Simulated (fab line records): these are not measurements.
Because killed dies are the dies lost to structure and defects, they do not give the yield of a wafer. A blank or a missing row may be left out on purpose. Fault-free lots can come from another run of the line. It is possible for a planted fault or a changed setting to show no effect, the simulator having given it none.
Which tool did it? | flow gf180mcu | 12 lots with 36 wafers sampled at 3 steps, on a route of 602 steps

WHAT EACH GAUGE READ, for each wafer
GF_STI_THK_MEAS_04. Usual: STI_CVD_03_THK typically reads 208.2 nm, with standard deviation 2.4.
lot  | measured    | on            | STI_CVD_03_THK (nm) | flag
L481 | day 1 19:16 | film metro-03 | 207.8 208.2 211.0   |
L482 | day 1 23:35 | film metro-03 | 206.8 208.5 208.0   |
L484 | day 2 09:34 | film metro-03 | 208.0 209.5 209.9   |
L485 | day 2 15:39 | film metro-04 | 208.0 206.1 205.0   |
L486 | day 2 19:35 | film metro-04 | 210.2 209.3 208.0   |
L488 | day 3 05:34 | film metro-04 | 206.3 206.8 208.0   |
L489 | day 3 10:36 | film metro-04 | 207.7 208.9 208.3   |
L491 | day 3 20:34 | film metro-04 | 209.3 209.9 209.8   |
L494 | day 4 11:35 | film metro-01 | 209.5 209.7 210.4   |
L498 | day 5 07:35 | film metro-03 | 210.7 211.7 210.3   |
L500 | day 5 17:34 | film metro-04 | 209.0 207.3 211.1   |
L503 | day 6 08:46 | film metro-01 | 208.1 208.6 208.1   |

GF_STI_CD_MEAS_12: target cd 220 nm. Usual: cd nm at 220.2 nm, with a standard deviation of 1.
lot  | measured    | on        | cd nm (nm)        | flag
L481 | day 2 07:53 | cd sem-02 | 223.0 223.5 221.9 |
L482 | day 2 11:26 | cd sem-01 | 220.2 220.6 220.6 |
L484 | day 2 20:46 | cd sem-02 | 220.1 220.0 221.9 |
L485 | day 3 04:03 | cd sem-01 | 220.0 219.5 219.5 |
L486 | day 3 08:20 | cd sem-02 | 220.3 220.0 218.0 |
L488 | day 3 18:13 | cd sem-02 | 228.2 227.6 228.7 | OFF
L489 | day 3 23:33 | cd sem-01 | 221.8 222.8 222.0 |
L491 | day 4 09:21 | cd sem-01 | 219.5 219.0 218.4 |
L494 | day 5 01:47 | cd sem-01 | 226.3 227.1 226.5 | OFF
L498 | day 5 22:43 | cd sem-02 | 220.6 219.9 220.1 |
L500 | day 6 08:08 | cd sem-01 | 220.3 220.4 221.0 |
L503 | day 6 23:56 | cd sem-02 | 220.2 220.6 219.6 |

WHAT TOOL EACH LOT RAN ON (gives the tool, then ch and the chambers of the sampled wafers, and finally the start)
lot  | GF_STI_PEB_10
L481 | litho track-01 ch 0, day 2 07:32
L482 | litho track-03 ch 0, day 2 11:07
L484 | litho track-03 ch 0, day 2 20:26
L485 | litho track-03 ch 0, day 3 03:42
L486 | litho track-03 ch 0, day 3 08:01
L488 | litho track-03 ch 0, day 3 17:53
L489 | litho track-02 ch 0, day 3 23:13
L491 | litho track-02 ch 0, day 4 09:01
L494 | litho track-03 ch 0, day 5 01:28
L498 | litho track-01 ch 0, day 5 22:24
L500 | litho track-02 ch 0, day 6 07:47
L503 | litho track-01 ch 0, day 6 23:35
- GF_STI_PEB_10: peb time 90 s.

AS READ BY THE TOOLS THEMSELVES (means over the sampled wafers that have a number; for cases with no such wafer, the mark the record gives instead)
GF_STI_PEB_10. Usual: heater power total W 85.70 W, standard deviation 0.088; plate temp C 134.97 C, standard deviation 0.15.
lot  | tool           | heater power total W (W) | plate temp C (C) | flag
L481 | litho track-01 | 85.70                    | 134.87           |
L482 | litho track-03 | 85.65                    | 135.06           |
L484 | litho track-03 | 85.74                    | 134.78           |
L485 | litho track-03 | 85.67                    | 135.07           |
L486 | litho track-03 | 85.69                    | 134.84           |
L488 | litho track-03 | 83.41                    | 132.15           | OFF
L489 | litho track-02 | 85.67                    | 134.91           |
L491 | litho track-02 | 85.70                    | 134.87           |
L494 | litho track-03 | 83.48                    | 132.14           | OFF
L498 | litho track-01 | 85.82                    | 135.12           |
L500 | litho track-02 | 85.64                    | 135.04           |
L503 | litho track-01 | 85.75                    | 134.84           |

THE ANSWER, worked out from the rows above alone
Rule: take the mean of a lot's wafers that have a number; if it is more than 3 standard deviations from the usual mean, the lot is off. A lot without any number at a reading at which 4 lots or more have one is off too. All remaining lots with rows at the step are treated as sound. After the gauges, taken in route order, come the tools' own readings; for these a lot's mean is taken, as printed above. At the first step where some lot is off, the reading lying furthest off is the one used; lots without a number count as furthest.
Off: L488, L494 (GF_STI_CD_MEAS_12, cd nm).
If a tool, at a process step before that reading, ran all the lots that are off and no sound lot after the first of them, it fits. Not tried: the gauges at GF_STI_CD_MEAS_12; whatever is off there is also off at GF_STI_PEB_10, on other tools, and gauge error can't account for it. One fits: litho track-03 at GF_STI_PEB_10. Its last sound lot is L486 (day 3 08:01), its first lot that is off L488 (day 3 17:53): a fault that began between those two fits.
The tool's own readings at GF_STI_PEB_10 bear it out: on the lots that are off they differ by more than 5 times the standard deviation of the sound lots' means. heater power total W reads 83.44 W there against 85.70 W on the sound lots; plate temp C reads 132.14 C there against 134.94 C on the sound lots.

WHAT THE SIMULATOR PUT IN
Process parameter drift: litho track-03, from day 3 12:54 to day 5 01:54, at GF_STI_PEB_10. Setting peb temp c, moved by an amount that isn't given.
Lots struck among those shown: L488, L494. Same finding as the rule above.
